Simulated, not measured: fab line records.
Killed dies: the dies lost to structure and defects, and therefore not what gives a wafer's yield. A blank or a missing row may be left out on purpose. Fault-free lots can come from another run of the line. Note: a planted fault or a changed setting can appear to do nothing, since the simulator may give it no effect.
fab line records | flow sfq-line
record: lots: 14 | wafers: 42 | last-day: 90
route steps=325 shown I0@51
lots that met no fault: from a run of the same line without faults
start-h: start of the lot's first displayed wafer, in hours after the record's first day | wait-h: hours from the lot's prior step to this one | " repeats the value in the row above | L1.1+2: a row that stands for several wafers | - value missing, or start not given | * or withheld: withheld | < > ~ a bound
route shown NAME@n: NAME is a module with steps in the file, n the number in the route of the first one | usual: the fault-free wafers' mean and standard deviation | same: alike in all rows | chamber/n: place in a boat | sites: the reading at each site | _std_site: standard deviation of those values | _edge_site: mean of outer sites minus mean of inner sites | radius-mm: how far each site lies from the wafer's centre | mask NAME#n: copy n | behind: the last tool/chamber to shape the wafer | hold: why the lot went on hold/how many hours it stayed there/how the hold came to an end | device: the n, p or np transistor that did not switch | end of line: at the end of the route, the tests of the same wafers | a step given without rows: its recipe and nothing more | killed: not the wafer's yield, but the dies lost to structure and defects at the first sort | map: a wafer's dies, x killed, . not, _ none there
set.NAME: the setting that was run; set.NAME@STEP: the one run at that earlier step | model.NAME: the simulator's own value behind a step, which no gauge read
steps of the route over a sample of lots; a table a step, a row a wafer
== steps ==
step: SFQ_TRILAYER_I0_VIA_LITHO_PEB_034
recipe: peb-temp-c: 115 | peb-time-s: 60 | resist: KrF
usual: heater-power-total-W: 79.16/0.066 | plate-temp-C: 114.98/0.14
same: peb-time-s: 60
lot.wafer | tool           | chamber | start-h | wait-h | heater-power-total-W | plate-temp-C
L623.2    | litho-track-04 | 0       | 299.14  | 0.8    | 79.22                | 115.04
L623.3    | "              | 0       | "       | "      | 79.08                | 115.00
L623.4    | "              | 0       | "       | "      | 79.01                | 115.29
L624.3    | litho-track-01 | 0       | 301.69  | 0.7    | 79.16                | 114.95
L624.4    | "              | 0       | "       | "      | 79.24                | 115.14
L624.6    | "              | 0       | "       | "      | 79.12                | 115.05
L625.1    | litho-track-01 | 0       | 313.99  | 1.0    | 79.24                | 114.97
L625.2    | "              | 0       | "       | "      | 79.19                | 115.17
L625.3    | "              | 0       | "       | "      | 79.23                | 115.23
L626.1    | litho-track-01 | 0       | 321.19  | 1.0    | 79.22                | 114.80
L626.5    | "              | 0       | "       | "      | 79.16                | 114.76
L626.6    | "              | 0       | "       | "      | 78.97                | 114.72
L627.2    | litho-track-04 | 0       | 326.02  | 0.8    | 79.21                | 114.91
L627.4    | "              | 0       | "       | "      | 79.12                | 114.94
L627.6    | "              | 0       | "       | "      | 79.23                | 114.90
L628.2    | litho-track-04 | 0       | 334.42  | 0.8    | 79.07                | 114.87
L628.4    | "              | 0       | "       | "      | 79.20                | 114.77
L628.5    | "              | 0       | "       | "      | 79.24                | 115.07
L630.1    | litho-track-01 | 0       | 340.39  | 1.0    | 79.17                | 114.90
L630.4    | "              | 0       | "       | "      | 79.17                | 115.10
L630.5    | "              | 0       | "       | "      | 79.22                | 115.07
L635.1    | litho-track-04 | 0       | 380.59  | 1.0    | 75.21                | 110.77
L635.2    | "              | 0       | "       | "      | 75.21                | 110.77
L635.5    | "              | 0       | "       | "      | 75.29                | 110.79
L637.2    | litho-track-04 | 0       | 389.01  | 0.8    | 75.24                | 111.06
L637.5    | "              | 0       | "       | "      | 75.34                | 110.85
L637.6    | "              | 0       | "       | "      | 75.36                | 110.80
L638.1    | litho-track-02 | 0       | 394.99  | 1.0    | 79.20                | 115.11
L638.4    | "              | 0       | "       | "      | 79.10                | 114.95
L638.5    | "              | 0       | "       | "      | 79.18                | 115.28
L642.1    | litho-track-02 | 0       | 434.55  | 1.0    | 79.10                | 115.15
L642.4    | "              | 0       | "       | "      | 79.14                | 114.84
L642.5    | "              | 0       | "       | "      | 79.14                | 114.81
L643.1    | litho-track-01 | 0       | 441.75  | 1.0    | 79.10                | 114.88
L643.4    | "              | 0       | "       | "      | 79.13                | 114.83
L643.6    | "              | 0       | "       | "      | 79.20                | 114.91
L644.1    | litho-track-01 | 0       | 455.95  | 1.0    | 79.01                | 115.01
L644.2    | "              | 0       | "       | "      | 79.12                | 115.32
L644.6    | "              | 0       | "       | "      | 79.18                | 115.16
L646.2    | litho-track-02 | 0       | 461.58  | 0.8    | 79.23                | 115.13
L646.4    | "              | 0       | "       | "      | 79.11                | 114.90
L646.5    | "              | 0       | "       | "      | 79.21                | 115.02
== key ==
first-sign: step: SFQ_TRILAYER_I0_VIA_LITHO_PEB_034 | reading: heater-power-total-W | direction: down | sigmas: 59 | usual: 79.16 | struck: 75.27
effect: step: SFQ_TRILAYER_I0_VIA_LITHO_PEB_034 | reading: plate-temp-C | direction: down | sigmas: 29 | usual: * | struck: *
met-at SFQ_TRILAYER_I0_VIA_LITHO_PEB_034
struck-lots L635,L637
onset-between 334.42 380.59
fault: kind: process-parameter-drift | tool: litho-track-04 | chamber: - | onset-h: 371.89 | steps: SFQ_TRILAYER_I0_VIA_LITHO_PEB_034 | channel: peb-temp-c | offset: * | shape: step | end-h: 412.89 | acts-in: * | stated: *
